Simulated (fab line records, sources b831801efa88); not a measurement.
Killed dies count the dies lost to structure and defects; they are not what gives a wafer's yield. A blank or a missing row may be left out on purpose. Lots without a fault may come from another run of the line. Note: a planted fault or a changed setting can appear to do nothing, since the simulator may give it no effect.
Which tool was responsible? | flow sky130 | 72 wafers from 24 lots sampled at 2 of the route's 708 steps

== WHAT THE GAUGES READ, wafer by wafer ==
SKY_VIA1_RS_MEAS_22: uses a four-point probe to measure.
lot  | measured     | on            | VIA1_W_RS (ohm/sq)
L074 | day 33 19:23 | film-metro-03 | 0.433 0.428 0.428
L075 | day 34 07:52 | film-metro-03 | 0.425 0.425 0.426
L076 | day 34 14:58 | film-metro-04 | 0.428 0.431 0.428
L077 | day 34 20:58 | film-metro-03 | 0.428 0.425 0.427
L078 | day 35 14:08 | film-metro-02 | 0.430 0.428 0.429
L079 | day 35 19:23 | film-metro-03 | 0.421 0.423 0.421
L080 | day 35 22:17 | film-metro-04 | 0.420 0.423 0.425
L081 | day 36 11:22 | film-metro-02 | 0.434 0.429 0.429
L082 | day 36 12:49 | film-metro-02 | 0.426 0.427 0.433
L083 | day 36 18:08 | film-metro-02 | 0.425 0.421 0.425
L084 | day 37 12:14 | film-metro-04 | 0.424 0.426 0.431
L085 | day 37 12:34 | film-metro-02 | 0.425 0.425 0.419
L086 | day 37 22:24 | film-metro-03 | 0.419 0.423 0.422
L087 | day 38 03:24 | film-metro-03 | 0.426 0.422 0.427
L088 | day 38 06:09 | film-metro-02 | 0.423 0.424 0.423
L089 | day 38 15:32 | film-metro-02 | 0.428 0.424 0.421
L090 | day 39 00:29 | film-metro-04 | 0.424 0.428 0.427
L091 | day 39 14:58 | film-metro-02 | 0.427 0.429 0.428
L092 | day 40 00:02 | film-metro-02 | 0.425 0.426 0.431
L093 | day 40 02:19 | film-metro-03 | 0.423 0.429 0.426
L094 | day 40 04:46 | film-metro-02 | 0.430 0.424 0.424
L095 | day 40 05:59 | film-metro-02 | 0.431 0.437 0.430
L096 | day 40 10:38 | film-metro-02 | 0.425 0.430 0.429
L097 | day 40 15:23 | film-metro-04 | 0.426 0.418 0.420

== TOOL THAT RAN EACH LOT (tool first, then ch and the chambers of the sampled wafers, then the start) ==
lot  | SKY_METAL1_SPUTTER_03
L074 | pvd-sputter-02, day 31 11:25
L075 | pvd-sputter-01, day 32 00:33
L076 | pvd-sputter-01, day 32 05:42
L077 | pvd-sputter-01, day 32 14:20
L078 | pvd-sputter-04, day 33 06:53
L079 | pvd-sputter-02, day 33 13:17
L080 | pvd-sputter-01, day 33 15:29
L081 | pvd-sputter-02, day 34 04:52
L082 | pvd-sputter-04, day 34 07:01
L083 | pvd-sputter-02, day 34 11:25
L084 | pvd-sputter-01, day 35 05:19
L085 | pvd-sputter-02, day 35 06:29
L086 | pvd-sputter-04, day 35 15:56
L087 | pvd-sputter-04, day 35 21:15
L088 | pvd-sputter-02, day 35 23:21
L089 | pvd-sputter-04, day 36 11:05
L090 | pvd-sputter-02, day 36 17:45
L091 | pvd-sputter-02, day 37 10:11
L092 | pvd-sputter-04, day 37 18:57
L093 | pvd-sputter-02, day 37 20:59
L094 | pvd-sputter-04, day 38 00:44
L095 | pvd-sputter-01, day 38 01:25
L096 | pvd-sputter-02, day 38 05:41
L097 | pvd-sputter-04, day 38 12:34
- SKY_METAL1_SPUTTER_03: material Ti, target thk 5 nm, time 3.3 s.

== AS READ BY THE TOOLS THEMSELVES (means over the sampled wafers that have a number; for cases with no such wafer, the mark the record gives instead) ==
SKY_METAL1_SPUTTER_03.
lot  | tool           | throttle-valve-pct (%)
L074 | pvd-sputter-02 | 30.9
L075 | pvd-sputter-01 | 30.6
L076 | pvd-sputter-01 | 30.3
L077 | pvd-sputter-01 | 30.3
L078 | pvd-sputter-04 | 29.1
L079 | pvd-sputter-02 | 31.3
L080 | pvd-sputter-01 | 30.2
L081 | pvd-sputter-02 | 29.8
L082 | pvd-sputter-04 | 28.8
L083 | pvd-sputter-02 | 30.6
L084 | pvd-sputter-01 | 31.1
L085 | pvd-sputter-02 | 31.4
L086 | pvd-sputter-04 | 29.1
L087 | pvd-sputter-04 | 28.9
L088 | pvd-sputter-02 | 32.6
L089 | pvd-sputter-04 | 29.1
L090 | pvd-sputter-02 | 30.0
L091 | pvd-sputter-02 | 31.3
L092 | pvd-sputter-04 | 29.2
L093 | pvd-sputter-02 | 31.3
L094 | pvd-sputter-04 | 29.1
L095 | pvd-sputter-01 | 30.8
L096 | pvd-sputter-02 | 31.0
L097 | pvd-sputter-04 | 29.2

== THE ANSWER, worked out from the rows above alone ==
Rule: the usual values come from the lots themselves. Put in order of their means at a reading, lots are off if they are a third of the lots or fewer, leave a main group of 4 or more, and stand apart from it by a gap of 3 or more times the standard deviation of the main group's means; of several such gaps the widest counts. Not used: any main group whose means are identical at the precision the tables above print for the reading. Also off: a lot with no number at a reading for which 4 or more lots have one. All remaining lots with rows at the step are treated as sound. The gauges are gone through in route order, then the tools' own readings, and for those a lot's mean is taken as printed above. The first step at which some lot is off is used, and at that step the reading that is off furthest; a lot without a number counts as furthest.
No lot is off at any reading shown: from this, nothing can be told.

== WHAT THE SIMULATOR HAD PUT IN ==
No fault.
